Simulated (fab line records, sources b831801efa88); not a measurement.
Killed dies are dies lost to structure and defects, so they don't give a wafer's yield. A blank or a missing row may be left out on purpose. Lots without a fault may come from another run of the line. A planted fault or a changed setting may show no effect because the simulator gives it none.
One fault seen from 2 desks | flow sky130 | each desk has only its own numbers; what lay behind them comes last

THE METROLOGY DESK
What the gauges read, lot by lot, whatever tool the lot ran on: means of the sampled wafers that have a number. A lot is out of limits, marked OUT, if its mean lies more than 4 standard deviations from the usual mean; the brackets give that distance.
Columns: A = VT_ADJUST_HVTR_OVL at SKY_VT_ADJUST_HVTR_OVL_MEAS_08, usual 1.0 nm; B = LOCAL_INTERCONNECT_TIN_RS at SKY_LOCAL_INTERCONNECT_RS_MEAS_01, usual 14.08 ohm/sq
lot  | first seen here | A    | B
L969 | day 9 14:19     | 2.6  | 14.20
L970 | day 10 03:47    | 1.8  | 13.88
L973 | day 10 22:07    | 2.8  | 14.14
L975 | day 11 19:14    | 1.3  | 13.98
L976 | day 11 23:11    | 1.6  | 13.78
L978 | day 12 14:17    | 1.2  | 14.23
L979 | day 12 19:38    | 1.5  | 14.09
L980 | day 13 05:01    | 2.2  | 14.05
L981 | day 13 12:49    | -1.8 | 14.17
L983 | day 14 00:52    | 0.8  | 13.85
L987 | day 15 04:41    | 1.2  | 14.02
L988 | day 15 14:52    | -1.6 | 14.42
This desk's finding: nothing out of limits on any of the 12 lots.

THE TOOL OWNER'S DESK: litho_track-04
The tool's own readings at SKY_LDD_HVP_COAT_02 (resist thk 300 nm): means of the sampled wafers that have a number, for each lot that ran on this tool. A lot is out of limits, marked OUT, if its mean lies more than 4 standard deviations from the usual mean; the brackets give that distance.
Columns: A = spin_speed_rpm at SKY_LDD_HVP_COAT_02, usual 2999.7 rpm
lot  | first seen here | A
L969 | day 21 01:57    | 3001.2
L975 | day 24 01:15    | 3001.2
L981 | day 25 16:12    | 2998.1
L983 | day 26 07:54    | 2998.6
L987 | day 27 16:22    | 2745.8 (-99 or more) OUT
L988 | day 28 02:09    | 2749.7 (-99 or more) OUT
This desk's finding: out of limits on L987, L988; first on L987, day 27 16:22 (spin_speed_rpm at SKY_LDD_HVP_COAT_02). In limits: L969, L975, L981, L983.

PUT TOGETHER
The tool owner's desk could have raised an alarm at day 27 16:22, on L987, L988.
The metrology desk saw nothing out of limits.
The metrology desk has L987, L988 on record, within its limits.
Of the lots named, all ran SKY_LDD_HVP_COAT_02 on litho_track-04.

WHAT THE SIMULATOR HAD PUT IN
Process parameter drift: litho_track-04, from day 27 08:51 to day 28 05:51, at SKY_LDD_HVP_COAT_02. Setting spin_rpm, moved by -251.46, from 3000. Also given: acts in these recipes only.
Lots struck among those shown: L987, L988.
Hours from the fault's start to each desk's first reading out of limits: the tool owner's desk, 8.
